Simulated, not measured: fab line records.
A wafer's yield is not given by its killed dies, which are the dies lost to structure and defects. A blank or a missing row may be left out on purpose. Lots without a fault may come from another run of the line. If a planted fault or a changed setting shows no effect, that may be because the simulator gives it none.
fab line records	flow sky130
[record] lots = 13	wafers = 39	last_day = 50
route steps=708 shown VT_ADJUST_PCH@150 GATE_OXIDE@203 RES_PROTECT@215 POLY_GATE@227 PAD_OPEN@708
lots untouched by any fault: they come from a run of this same line in which no faults occurred
start_h: hours from the record's first day to the start of the lot's first wafer shown	wait_h: hours elapsed since this lot's preceding step	" identical to the entry in the row above	L1.1+2: a single row standing in for several wafers	- no value present, or no start provided	* or withheld: withheld	< > ~ a bound
route shown NAME@n: NAME is a module with steps in the file, n the number in the route of the first one	usual: mean/standard deviation of fault-free wafers	same: alike in all rows	chamber/n: place in a boat	sites: each site's reading	_std_site: their standard deviation	_edge_site: mean of outer sites minus mean of inner sites	radius_mm: for every site, how far away it sits from the centre of the wafer	mask NAME#n: copy n	behind: the last tool/chamber to shape the wafer	hold: why the lot was held/for how many hours/how that ended	device: which transistor (n, p or np) failed to switch	end of line: the tests these same wafers got at the end of their route	where a step has no rows: the recipe by itself	killed: the dies lost at the first sort to structure and to defects; this is not the yield of the wafer	map: a wafer's dies, x killed, . not, _ none there
set.NAME: setting as actually run; set.NAME@STEP: the setting as run at that earlier step	model.NAME: the simulator's own value behind a step, which no gauge read
the route's steps for a sample of lots (tables are steps, rows are wafers)
services: the hour from which a tool's chamber was out of use, counted from the record's first day as start_h (under 0 if before that day), plus the number of hours and why
[[steps]]
[step SKY_VT_ADJUST_PCH_OVL_MEAS_07]
[usual] VT_ADJUST_PCH_OVL = 0.1/1.6
lot.wafer	tool	chamber	start_h	wait_h	VT_ADJUST_PCH_OVL[nm]
L989.3	overlay-01	-	226.50	-	1.2
L989.4	"	-	"	"	1.0
L989.6	"	-	"	"	2.4
L990.2	overlay-02	-	234.71	-	-0.3
L990.4	"	-	"	"	2.1
L990.5	"	-	"	"	0.5
L992.1	overlay-01	-	248.08	-	-0.7
L992.4	"	-	"	"	-1.2
L992.6	"	-	"	"	-2.3
L996.2	overlay-02	-	283.36	-	3.3
L996.4	"	-	"	"	1.9
L996.5	"	-	"	"	3.2
L998.3	overlay-01	-	294.99	-	-2.2
L998.5	"	-	"	"	-2.8
L998.6	"	-	"	"	-3.4
L999.2	overlay-02	-	307.50	-	1.9
L999.3	"	-	"	"	-1.1
L999.6	"	-	"	"	0.3
L100.1	overlay-02	-	311.54	-	1.3
L100.5	"	-	"	"	-0.3
L100.6	"	-	"	"	0.5
L101.1	overlay-02	-	316.79	-	1.0
L101.4	"	-	"	"	-0.1
L101.5	"	-	"	"	1.7
L102.2	overlay-01	-	323.65	-	-0.2
L102.3	"	-	"	"	-2.0
L102.6	"	-	"	"	0.1
L103.3	overlay-01	-	328.30	-	0.2
L103.5	"	-	"	"	1.1
L103.6	"	-	"	"	1.2
L110.1	overlay-01	-	383.10	-	0.0
L110.4	"	-	"	"	-1.2
L110.6	"	-	"	"	-0.7
L111.1	overlay-01	-	392.19	-	-2.1
L111.2	"	-	"	"	-1.2
L111.3	"	-	"	"	-0.6
L112.2	overlay-01	-	398.70	-	-1.5
L112.5	"	-	"	"	0.0
L112.6	"	-	"	"	-1.8
[step SKY_GATE_OXIDE_OXIDATION_16]
[recipe] temp_c = 800	ambient = O2	idle_temp_c = 700	ramp_up_c_per_min = 10	ramp_down_c_per_min = 3	stabilise_s = 600	purge_s = 300	target_thk_a = 35.7	ox_time_s = 1915
[usual] ramp_up_c_per_min = 10.000/0.0017	spike_tc_bottom_C = 818/3	spike_tc_centre_C = 801.7/1.1	spike_tc_lower_C = 799.4/1.5	spike_tc_top_C = 815.2/2.4	spike_tc_upper_C = 800.8/1.2	tube_center_temp_C = 800.01/0.072	tube_center_temp_C_max = 802.1/0.36	zone_power_centre_pct = 16.7/2.2
[same] stabilise_s = 600
lot.wafer	tool	chamber	start_h	wait_h	ramp_up_c_per_min	spike_tc_bottom_C	spike_tc_centre_C	spike_tc_lower_C	spike_tc_top_C	spike_tc_upper_C	tube_center_temp_C	tube_center_temp_C_max	zone_power_centre_pct
L989.3	furnace-01	0	306.82	1.0	10.000	817	801.3	799.9	815.3	802.2	799.98	801.4	14.9
L989.4	"	0	"	"	9.9988	815	799.6	798.6	817.2	802.0	800.05	802.2	14.7
L989.6	"	0	"	"	9.9981	816	801.8	798.0	817.4	799.8	800.02	802.5	14.9
L990.2	furnace-01	0	316.96	1.1	9.9990	817	801.8	799.4	817.3	799.2	800.11	802.0	15.0
L990.4	"	0	"	"	9.9986	817	800.8	799.0	815.9	802.6	799.93	802.6	14.7
L990.5	"	0	"	"	10.000	816	802.1	799.1	817.0	799.2	799.96	802.3	14.9
L992.1	furnace-02	0	334.02	0.0	9.9983	822	804.4	800.9	812.4	802.7	799.92	801.6	19.0
L992.4	"	0	"	"	9.9971	822	801.2	801.4	813.4	800.1	799.98	802.7	19.1
L992.6	"	0	"	"	9.9983	821	802.2	801.8	813.1	800.6	799.96	801.8	19.2
L996.2	furnace-01	0	370.74	1.1	9.9996	816	799.6	797.4	818.2	799.5	799.99	801.7	14.8
L996.4	"	0	"	"	10.000	816	800.3	797.1	816.3	799.0	799.94	801.6	14.8
L996.5	"	0	"	"	10.000	814	803.0	800.4	819.0	801.6	799.97	802.2	14.7
L998.3	furnace-01	0	384.80	0.6	10.001	816	800.3	798.5	817.3	800.1	799.9	801.9	14.9
L998.5	"	0	"	"	9.9962	815	800.9	797.1	815.7	799.2	799.86	801.8	14.9
L998.6	"	0	"	"	9.9989	815	800.5	799.5	817.1	799.8	800.06	801.6	15.0
L999.2	furnace-01	0	400.36	0.0	10.001	805	792.2	789.8	807.5	791.6	790.87	793.4	14.4
L999.3	"	0	"	"	10.001	806	795.1	789.0	809.0	791.8	791.08	793.0	14.5
L999.6	"	0	"	"	10.004	807	792.1	791.0	807.2	791.3	790.93	793.2	14.6
L100.1	furnace-02	0	404.79	0.0	9.9990	822	801.8	800.8	812.4	801.2	800.01	802.1	19.0
L100.5	"	0	"	"	9.9989	823	803.7	799.9	812.7	798.9	800.02	802.3	19.3
L100.6	"	0	"	"	10.002	820	801.1	801.6	811.4	803.2	800	802.7	19.0
L101.1	furnace-02	0	410.49	0.7	10.003	823	801.3	799.6	811.3	802.6	799.99	801.9	19.2
L101.4	"	0	"	"	10.000	824	802.1	801.6	814.0	801.0	800.01	802.2	19.3
L101.5	"	0	"	"	10.001	823	802.9	799.9	811.9	801.3	799.94	802.4	19.2
L102.2	furnace-01	0	418.42	1.8	10.000	807	791.1	789.3	808.7	792.3	790.99	792.9	14.4
L102.3	"	0	"	"	10.002	808	792.4	789.4	807.9	792.5	790.97	792.8	14.3
L102.6	"	0	"	"	10.000	808	794.0	788.9	809.9	792.8	790.93	792.8	14.6
L103.3	furnace-01	0	421.74	0.0	10.002	806	790.7	789.4	807.8	792.2	791.02	793.3	14.6
L103.5	"	0	"	"	9.9990	806	790.7	789.4	807.6	794.6	790.91	792.9	14.6
L103.6	"	0	"	"	9.9988	805	793.8	789.0	806.8	790.9	791.13	793.6	14.5
L110.1	furnace-01	0	481.57	0.0	10.000	816	800.8	797.9	817.5	800.2	800.19	802.7	15.0
L110.4	"	0	"	"	10.000	816	801.7	798.6	818.5	802.8	800	801.9	14.5
L110.6	"	0	"	"	9.9993	815	800.9	797.6	818.1	801.2	799.93	801.7	14.8
L111.1	furnace-01	0	490.75	0.0	10.001	814	802.2	799.1	815.8	800.3	799.88	801.8	14.7
L111.2	"	0	"	"	9.9987	818	802.2	796.9	817.3	803.2	799.88	801.8	14.8
L111.3	"	0	"	"	10.000	816	800.7	798.9	819.3	801.2	800.05	802.8	14.7
L112.2	furnace-01	0	496.41	0.0	9.9995	816	800.6	797.8	818.5	799.9	799.92	802.2	14.7
L112.5	"	0	"	"	9.9970	815	801.7	799.0	817.6	801.1	799.99	802.7	14.8
L112.6	"	0	"	"	10.002	815	802.1	798.8	818.0	802.8	800.01	802.0	15.0
[step SKY_RES_PROTECT_TW_MEAS_08]
[usual] POLY_GATE_TW = 4067/62
lot.wafer	tool	chamber	start_h	wait_h	POLY_GATE_TW
L989.3	film_metro-03	-	336.05	0.1	4092
L989.4	"	-	"	"	4096
L989.6	"	-	"	"	4064
L990.2	film_metro-03	-	346.79	0.1	4092
L990.4	"	-	"	"	4119
L990.5	"	-	"	"	4084
L992.1	film_metro-03	-	364.63	0.1	4082
L992.4	"	-	"	"	4076
L992.6	"	-	"	"	4076
L996.2	film_metro-04	-	408.05	0.1	3994
L996.4	"	-	"	"	4012
L996.5	"	-	"	"	4020
L998.3	film_metro-01	-	416.46	0.1	4188
L998.5	"	-	"	"	4163
L998.6	"	-	"	"	4166
L999.2	film_metro-01	-	432.59	0.1	4139
L999.3	"	-	"	"	4142
L999.6	"	-	"	"	4135
L100.1	film_metro-04	-	437.53	0.1	4002
L100.5	"	-	"	"	3996
L100.6	"	-	"	"	3995
L101.1	film_metro-03	-	444.00	0.1	4066
L101.4	"	-	"	"	4057
L101.5	"	-	"	"	4037
L102.2	film_metro-04	-	451.95	0.1	3978
L102.3	"	-	"	"	3970
L102.6	"	-	"	"	3968
L103.3	film_metro-03	-	455.60	0.1	4092
L103.5	"	-	"	"	4061
L103.6	"	-	"	"	4070
L110.1	film_metro-03	-	515.35	0.1	4058
L110.4	"	-	"	"	4049
L110.6	"	-	"	"	4069
L111.1	film_metro-04	-	524.04	0.1	3954
L111.2	"	-	"	"	3940
L111.3	"	-	"	"	3954
L112.2	film_metro-01	-	528.85	0.1	4124
L112.5	"	-	"	"	4130
L112.6	"	-	"	"	4109
[step SKY_POLY_GATE_CD_MEAS_13]
[recipe] target_cd_nm = 150
[usual] cd_nm = 149.5/1.6
lot.wafer	tool	chamber	start_h	wait_h	cd_nm
L989.3	cd_sem-01	-	365.03	-	149.6
L989.4	"	-	"	"	148.4
L989.6	"	-	"	"	149.9
L990.2	cd_sem-01	-	376.10	-	148.6
L990.4	"	-	"	"	148.5
L990.5	"	-	"	"	147.9
L992.1	cd_sem-01	-	394.19	-	149.4
L992.4	"	-	"	"	148.4
L992.6	"	-	"	"	147.6
L996.2	cd_sem-02	-	441.11	-	149.3
L996.4	"	-	"	"	150.8
L996.5	"	-	"	"	148.6
L998.3	cd_sem-01	-	448.52	-	148.8
L998.5	"	-	"	"	148.9
L998.6	"	-	"	"	149.3
L999.2	cd_sem-02	-	466.61	-	147.2
L999.3	"	-	"	"	148.7
L999.6	"	-	"	"	149.1
L100.1	cd_sem-01	-	470.68	-	150.2
L100.5	"	-	"	"	148.2
L100.6	"	-	"	"	148.2
L101.1	cd_sem-01	-	476.68	-	152.4
L101.4	"	-	"	"	152.3
L101.5	"	-	"	"	151.7
L102.2	cd_sem-01	-	484.66	-	151.2
L102.3	"	-	"	"	149.4
L102.6	"	-	"	"	150.9
L103.3	cd_sem-01	-	487.88	-	149.4
L103.5	"	-	"	"	149.8
L103.6	"	-	"	"	149.8
L110.1	cd_sem-01	-	547.03	-	148.8
L110.4	"	-	"	"	149.1
L110.6	"	-	"	"	147.4
L111.1	cd_sem-02	-	555.04	-	153.1
L111.2	"	-	"	"	153.3
L111.3	"	-	"	"	153.3
L112.2	cd_sem-01	-	560.35	-	148.3
L112.5	"	-	"	"	147.7
L112.6	"	-	"	"	147.0
[step SKY_PAD_OPEN_PROBE_99]
[usual] killed_at_M0_to_M3 = 44/6.6	killed_at_M4_up = 3.4/1.9	killed_at_contacts = 25/5.6	killed_at_front_end = 15/4.6	killed_at_other = 0.3/0.6	killed_dies = 88/9.5	killed_open = 47/7.1	killed_short = 40/6.4
[same] gross_dies = 492	killed_at_back_side = 0
lot.wafer	tool	chamber	start_h	wait_h	killed_at_M0_to_M3	killed_at_M4_up	killed_at_contacts	killed_at_front_end	killed_at_other	killed_dies	killed_open	killed_short
L989.3	prober-02	-	1071.06	0.2	41	1	24	17	1	84	50	33
L989.4	prober-02	-	1071.11	0.2	48	4	25	11	0	88	47	41
L989.6	prober-02	-	1071.21	0.2	50	1	16	21	1	89	60	29
L990.2	prober-01	-	1082.63	0.1	44	2	20	12	0	78	37	41
L990.4	prober-01	-	1082.73	0.2	48	4	24	20	0	96	51	45
L990.5	prober-01	-	1082.78	0.2	51	1	23	12	0	87	46	41
L992.1	prober-01	-	1092.92	0.1	48	3	14	15	0	80	43	37
L992.4	prober-01	-	1093.07	0.2	38	4	32	15	0	89	45	44
L992.6	prober-01	-	1093.17	0.2	65	1	24	20	0	110	64	46
L996.2	prober-01	-	1119.63	0.1	33	4	27	15	2	81	40	40
L996.4	prober-01	-	1119.73	0.2	37	4	27	9	1	78	39	39
L996.5	prober-01	-	1119.78	0.2	49	1	17	11	0	78	39	39
L998.3	prober-01	-	1126.69	0.2	47	2	23	10	0	82	37	45
L998.5	prober-01	-	1126.79	0.2	46	3	24	20	0	93	50	43
L998.6	prober-01	-	1126.84	0.2	53	3	21	8	0	85	45	40
L999.2	prober-02	-	1137.46	0.1	45	5	22	21	0	93	47	43
L999.3	prober-02	-	1137.51	0.2	52	4	27	18	0	101	52	46
L999.6	prober-02	-	1137.66	0.2	31	2	26	23	2	84	44	39
L100.1	prober-01	-	1139.53	0.1	57	7	24	19	0	107	58	49
L100.5	prober-01	-	1139.73	0.2	32	2	24	15	1	74	43	31
L100.6	prober-01	-	1139.78	0.2	43	6	34	15	0	98	56	42
L101.1	prober-02	-	1148.82	0.1	51	6	18	16	0	91	54	37
L101.4	prober-02	-	1148.97	0.2	42	3	29	22	0	96	49	46
L101.5	prober-02	-	1149.02	0.2	40	1	24	16	0	81	43	37
L102.2	prober-01	-	1149.82	0.1	43	5	22	12	0	82	43	39
L102.3	prober-01	-	1149.87	0.2	31	2	34	11	0	78	47	31
L102.6	prober-01	-	1150.02	0.2	43	6	25	23	0	97	59	38
L103.3	prober-02	-	1152.12	0.2	50	3	29	11	0	93	48	45
L103.5	prober-02	-	1152.22	0.2	38	1	18	13	1	71	41	30
L103.6	prober-02	-	1152.27	0.2	50	1	23	9	0	83	42	41
L110.1	prober-02	-	1187.17	0.1	41	2	24	19	0	86	43	43
L110.4	prober-02	-	1187.32	0.2	37	2	24	21	1	85	46	39
L110.6	prober-02	-	1187.42	0.2	44	4	30	26	0	104	47	57
L111.1	prober-01	-	1189.66	0.1	41	4	34	15	1	95	46	49
L111.2	prober-01	-	1189.71	0.1	44	3	23	19	0	89	57	31
L111.3	prober-01	-	1189.76	0.2	37	2	30	15	0	84	48	36
L112.2	prober-02	-	1193.09	0.1	49	4	25	19	0	97	58	39
L112.5	prober-02	-	1193.24	0.2	44	4	25	15	0	88	52	36
L112.6	prober-02	-	1193.29	0.2	52	4	29	18	0	103	52	51
// killed by level:class
L989.3 VIA1:geometric_particle:open=16 LI_CONTACT:geometric_particle:open=9 FIELD_ISO:geometric_particle:open=7 CONTACT:geometric_particle:open=7 METAL2:geometric_particle:short=5 METAL1:geometric_particle:short=5 VIA2:geometric_particle:open=5 LOCAL_INTERCONNECT:geometric_particle:short=4
L989.4 VIA1:geometric_particle:open=10 VIA2:geometric_particle:open=8 VIA3:geometric_particle:open=8 LI_CONTACT:geometric_particle:open=6 CONTACT:geometric_particle:open=6 METAL2:geometric_particle:short=6 LOCAL_INTERCONNECT:geometric_particle:short=5 CONTACT:geometric_particle:short=5
L989.6 VIA1:geometric_particle:open=11 VIA2:geometric_particle:open=9 LI_CONTACT:geometric_particle:open=8 FIELD_ISO:geometric_particle:short=6 POLY_GATE:geometric_particle:open=6 CONTACT:geometric_particle:open=5 METAL1:geometric_particle:open=5 METAL2:geometric_particle:short=5
L990.2 CONTACT:geometric_particle:open=8 VIA1:geometric_particle:short=8 METAL1:geometric_particle:short=7 CONTACT:geometric_particle:short=6 LI_CONTACT:geometric_particle:open=5 FIELD_ISO:geometric_particle:open=4 METAL2:geometric_particle:open=4 VIA1:geometric_particle:open=4
L990.4 VIA1:geometric_particle:open=13 CONTACT:geometric_particle:open=11 LI_CONTACT:geometric_particle:open=8 METAL1:geometric_particle:short=7 FIELD_ISO:geometric_particle:short=6 METAL2:geometric_particle:short=6 POLY_GATE:geometric_particle:short=5 VIA1:geometric_particle:short=5
L990.5 VIA1:geometric_particle:open=10 LI_CONTACT:geometric_particle:open=8 METAL1:geometric_particle:short=8 METAL2:geometric_particle:short=7 CONTACT:geometric_particle:open=7 VIA2:geometric_particle:open=7 POLY_GATE:geometric_particle:short=5 VIA3:geometric_particle:open=5
L992.1 VIA1:geometric_particle:open=15 FIELD_ISO:geometric_particle:short=6 VIA3:geometric_particle:open=6 METAL1:geometric_particle:short=5 METAL2:geometric_particle:short=5 FIELD_ISO:geometric_particle:open=4 LI_CONTACT:geometric_particle:open=4 VIA1:geometric_particle:short=4
L992.4 CONTACT:geometric_particle:open=14 VIA1:geometric_particle:open=8 CONTACT:geometric_particle:short=6 LI_CONTACT:geometric_particle:open=5 VIA1:geometric_particle:short=5 VIA3:geometric_particle:open=5 POLY_GATE:geometric_particle:short=4 VIA3:geometric_particle:short=4
L992.6 VIA1:geometric_particle:open=16 VIA2:geometric_particle:open=10 METAL1:geometric_particle:short=9 VIA3:geometric_particle:open=9 FIELD_ISO:geometric_particle:open=7 LOCAL_INTERCONNECT:geometric_particle:short=6 METAL2:geometric_particle:short=6 FIELD_ISO:geometric_particle:short=5
L996.2 LI_CONTACT:geometric_particle:open=8 CONTACT:geometric_particle:short=8 VIA1:geometric_particle:open=7 METAL3:geometric_particle:short=5 POLY_GATE:geometric_particle:short=4 VIA2:geometric_particle:open=4 LI_CONTACT:geometric_particle:short=4 FIELD_ISO:geometric_particle:open=3
L996.4 METAL1:geometric_particle:short=8 LOCAL_INTERCONNECT:geometric_particle:short=7 VIA3:geometric_particle:open=7 VIA1:geometric_particle:open=6 VIA2:geometric_particle:open=5 LI_CONTACT:geometric_particle:open=5 CONTACT:geometric_particle:open=5 CONTACT:geometric_particle:short=5
L996.5 VIA1:geometric_particle:open=9 VIA1:geometric_particle:short=8 METAL1:geometric_particle:short=7 CONTACT:geometric_particle:open=6 VIA3:geometric_particle:open=6 FIELD_ISO:geometric_particle:open=5 CONTACT:geometric_particle:short=5 VIA2:geometric_particle:open=4
L998.3 LI_CONTACT:geometric_particle:open=9 VIA1:geometric_particle:open=8 METAL1:geometric_particle:short=7 VIA2:geometric_particle:open=6 VIA2:geometric_particle:short=6 METAL2:geometric_particle:short=5 METAL3:geometric_particle:short=5 LOCAL_INTERCONNECT:geometric_particle:short=4
L998.5 VIA1:geometric_particle:open=13 LI_CONTACT:geometric_particle:open=9 VIA3:geometric_particle:open=9 METAL1:geometric_particle:short=8 LOCAL_INTERCONNECT:geometric_particle:short=7 POLY_GATE:geometric_particle:short=6 POLY_GATE:geometric_particle:open=5 CONTACT:geometric_particle:open=5
L998.6 VIA1:geometric_particle:open=12 METAL2:geometric_particle:short=10 CONTACT:geometric_particle:open=8 VIA3:geometric_particle:open=8 VIA2:geometric_particle:open=8 LOCAL_INTERCONNECT:geometric_particle:short=5 VIA1:geometric_particle:short=4 LI_CONTACT:geometric_particle:short=3
L999.2 VIA1:geometric_particle:open=13 POLY_GATE:geometric_particle:short=10 CONTACT:geometric_particle:open=7 LI_CONTACT:geometric_particle:open=6 METAL3:geometric_particle:short=6 VIA3:geometric_particle:open=5 CONTACT:geometric_particle:short=4 VIA1:geometric_particle:short=4
L999.3 VIA1:geometric_particle:open=14 METAL1:geometric_particle:short=9 VIA1:geometric_particle:short=8 CONTACT:geometric_particle:open=8 VIA3:geometric_particle:open=7 LI_CONTACT:geometric_particle:open=6 POLY_GATE:geometric_particle:short=5 CONTACT:geometric_particle:short=5
L999.6 CONTACT:geometric_particle:open=11 VIA1:geometric_particle:open=8 FIELD_ISO:geometric_particle:short=7 METAL2:geometric_particle:short=6 LI_CONTACT:geometric_particle:open=5 CONTACT:geometric_particle:short=5 VIA3:geometric_particle:open=5 POLY_GATE:geometric_particle:open=4
L100.1 VIA3:geometric_particle:open=13 VIA1:geometric_particle:open=12 CONTACT:geometric_particle:open=10 VIA2:geometric_particle:short=7 FIELD_ISO:geometric_particle:short=6 POLY_GATE:geometric_particle:short=6 LI_CONTACT:geometric_particle:open=6 METAL2:geometric_particle:short=5
L100.5 CONTACT:geometric_particle:open=12 VIA1:geometric_particle:open=9 POLY_GATE:geometric_particle:open=7 METAL2:geometric_particle:short=7 LI_CONTACT:geometric_particle:open=6 VIA1:geometric_particle:short=5 METAL1:geometric_particle:short=4 CONTACT:geometric_particle:short=4
L100.6 LI_CONTACT:geometric_particle:open=10 VIA3:geometric_particle:open=9 CONTACT:geometric_particle:open=9 VIA1:geometric_particle:open=9 METAL2:geometric_particle:short=7 CONTACT:geometric_particle:short=5 LOCAL_INTERCONNECT:geometric_particle:short=5 VIA1:geometric_particle:short=5
L101.1 VIA1:geometric_particle:open=13 CONTACT:geometric_particle:open=10 VIA2:geometric_particle:open=8 METAL1:geometric_particle:short=7 VIA1:geometric_particle:short=5 METAL2:geometric_particle:short=5 FIELD_ISO:geometric_particle:short=4 POLY_GATE:geometric_particle:open=4
L101.4 CONTACT:geometric_particle:open=10 FIELD_ISO:geometric_particle:short=9 LI_CONTACT:geometric_particle:open=9 VIA2:geometric_particle:open=8 CONTACT:geometric_particle:short=7 VIA1:geometric_particle:open=6 FIELD_ISO:geometric_particle:open=5 VIA1:geometric_particle:short=5
L101.5 CONTACT:geometric_particle:open=9 VIA1:geometric_particle:open=7 LI_CONTACT:geometric_particle:open=6 METAL1:geometric_particle:short=6 VIA2:geometric_particle:open=6 VIA3:geometric_particle:open=6 FIELD_ISO:geometric_particle:open=5 METAL2:geometric_particle:short=5
L102.2 CONTACT:geometric_particle:open=11 VIA3:geometric_particle:open=10 VIA1:geometric_particle:open=7 METAL1:geometric_particle:short=7 VIA1:geometric_particle:short=6 LI_CONTACT:geometric_particle:open=5 FIELD_ISO:geometric_particle:short=4 METAL3:geometric_particle:short=4
L102.3 CONTACT:geometric_particle:open=13 LI_CONTACT:geometric_particle:open=10 VIA3:geometric_particle:open=8 POLY_GATE:geometric_particle:open=5 CONTACT:geometric_particle:short=5 VIA1:geometric_particle:open=5 VIA1:geometric_particle:short=5 METAL2:geometric_particle:short=4
L102.6 VIA1:geometric_particle:open=12 VIA3:geometric_particle:open=10 CONTACT:geometric_particle:open=10 FIELD_ISO:geometric_particle:open=8 VIA2:geometric_particle:open=6 LI_CONTACT:geometric_particle:open=5 CONTACT:geometric_particle:short=5 METAL4:geometric_particle:short=5
L103.3 VIA1:geometric_particle:open=10 LI_CONTACT:geometric_particle:open=9 METAL1:geometric_particle:short=8 CONTACT:geometric_particle:open=7 VIA3:geometric_particle:open=7 VIA1:geometric_particle:short=6 VIA3:geometric_particle:short=5 POLY_GATE:geometric_particle:open=4
L103.5 VIA1:geometric_particle:open=10 LI_CONTACT:geometric_particle:open=6 CONTACT:geometric_particle:open=6 VIA3:geometric_particle:open=6 METAL2:geometric_particle:short=5 VIA2:geometric_particle:open=5 LOCAL_INTERCONNECT:geometric_particle:short=4 VIA1:geometric_particle:short=4
L103.6 METAL1:geometric_particle:short=11 CONTACT:geometric_particle:open=8 VIA1:geometric_particle:short=7 LI_CONTACT:geometric_particle:open=6 VIA2:geometric_particle:open=6 VIA1:geometric_particle:open=5 VIA2:geometric_particle:short=5 VIA3:geometric_particle:open=5
L110.1 VIA1:geometric_particle:short=11 VIA1:geometric_particle:open=9 LI_CONTACT:geometric_particle:open=8 VIA3:geometric_particle:open=6 LI_CONTACT:geometric_particle:short=5 FIELD_ISO:geometric_particle:open=4 CONTACT:geometric_particle:open=4 CONTACT:geometric_particle:short=4
L110.4 CONTACT:geometric_particle:open=10 VIA1:geometric_particle:open=8 LI_CONTACT:geometric_particle:open=6 FIELD_ISO:geometric_particle:short=5 FIELD_ISO:geometric_particle:open=5 POLY_GATE:geometric_particle:open=5 METAL3:geometric_particle:short=5 VIA3:geometric_particle:open=5
L110.6 VIA1:geometric_particle:open=12 CONTACT:geometric_particle:open=10 FIELD_ISO:geometric_particle:short=9 CONTACT:geometric_particle:short=9 VIA2:geometric_particle:open=8 VIA1:geometric_particle:short=7 METAL1:geometric_particle:short=7 METAL2:geometric_particle:short=6
L111.1 CONTACT:geometric_particle:open=12 LOCAL_INTERCONNECT:geometric_particle:short=7 CONTACT:geometric_particle:short=7 VIA1:geometric_particle:short=7 LI_CONTACT:geometric_particle:open=6 METAL1:geometric_particle:short=6 METAL2:geometric_particle:short=6 FIELD_ISO:geometric_particle:short=5
L111.2 CONTACT:geometric_particle:open=15 VIA1:geometric_particle:open=13 VIA1:geometric_particle:short=7 FIELD_ISO:geometric_particle:open=6 METAL1:geometric_particle:short=6 VIA3:geometric_particle:open=6 FIELD_ISO:geometric_particle:short=5 POLY_GATE:geometric_particle:open=5
L111.3 LI_CONTACT:geometric_particle:open=10 VIA1:geometric_particle:open=9 CONTACT:geometric_particle:open=8 VIA3:geometric_particle:open=7 FIELD_ISO:geometric_particle:open=5 FIELD_ISO:geometric_particle:short=5 CONTACT:geometric_particle:short=5 LI_CONTACT:geometric_particle:short=4
L112.2 CONTACT:geometric_particle:open=16 VIA1:geometric_particle:open=14 METAL2:geometric_particle:short=9 POLY_GATE:geometric_particle:open=7 VIA2:geometric_particle:open=6 LOCAL_INTERCONNECT:geometric_particle:short=5 VIA3:geometric_particle:open=5 FIELD_ISO:geometric_particle:short=4
L112.5 VIA1:geometric_particle:open=13 LI_CONTACT:geometric_particle:open=9 CONTACT:geometric_particle:open=8 METAL2:geometric_particle:short=8 VIA2:geometric_particle:open=8 FIELD_ISO:geometric_particle:short=5 POLY_GATE:geometric_particle:short=4 FIELD_ISO:geometric_particle:open=3
L112.6 VIA1:geometric_particle:open=12 METAL2:geometric_particle:short=11 VIA2:geometric_particle:open=9 CONTACT:geometric_particle:open=8 LI_CONTACT:geometric_particle:open=7 VIA3:geometric_particle:open=7 VIA1:geometric_particle:short=6 LI_CONTACT:geometric_particle:short=5
[[services]]
tool	chamber	start_h	hours	kind
furnace-01	-	295.25	2.8	pm
furnace-02	-	358.97	7.4	pm
furnace-01	-	463.24	2.2	pm
furnace-01	-	465.40	3.8	pm
furnace-02	-	472.06	4.1	pm
[[key]]
[first_sign] step = SKY_GATE_OXIDE_OXIDATION_16	reading = tube_center_temp_C	direction = down	sigmas = 99+	usual = *	struck = *
[effect] step = SKY_GATE_OXIDE_OXIDATION_16	reading = tube_center_temp_C_max	direction = down	sigmas = 25	usual = *	struck = *
met_at SKY_GATE_OXIDE_OXIDATION_16
struck_lots L999,L102,L103
tester_left_out L999,L102,L103
not_acting_at SKY_VT_ADJUST_PCH_OVL_MEAS_07,SKY_RES_PROTECT_TW_MEAS_08,SKY_POLY_GATE_CD_MEAS_13
onset_between 384.80 400.36
[fault] kind = process_parameter_drift	tool = furnace-01	chamber = -	onset_h = 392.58	steps = SKY_GATE_OXIDE_OXIDATION_16	channel = temp_c	offset = *	shape = step	end_h = 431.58	acts_in = *	stated = *
// tester_left_out: of these lots the tester's yield and bins aren't shown, on N5 and GAA mostly nor the transistor test; their killed dies are dies lost to structure and defects alone, not to doping, threshold or leakage, so they don't give the yield
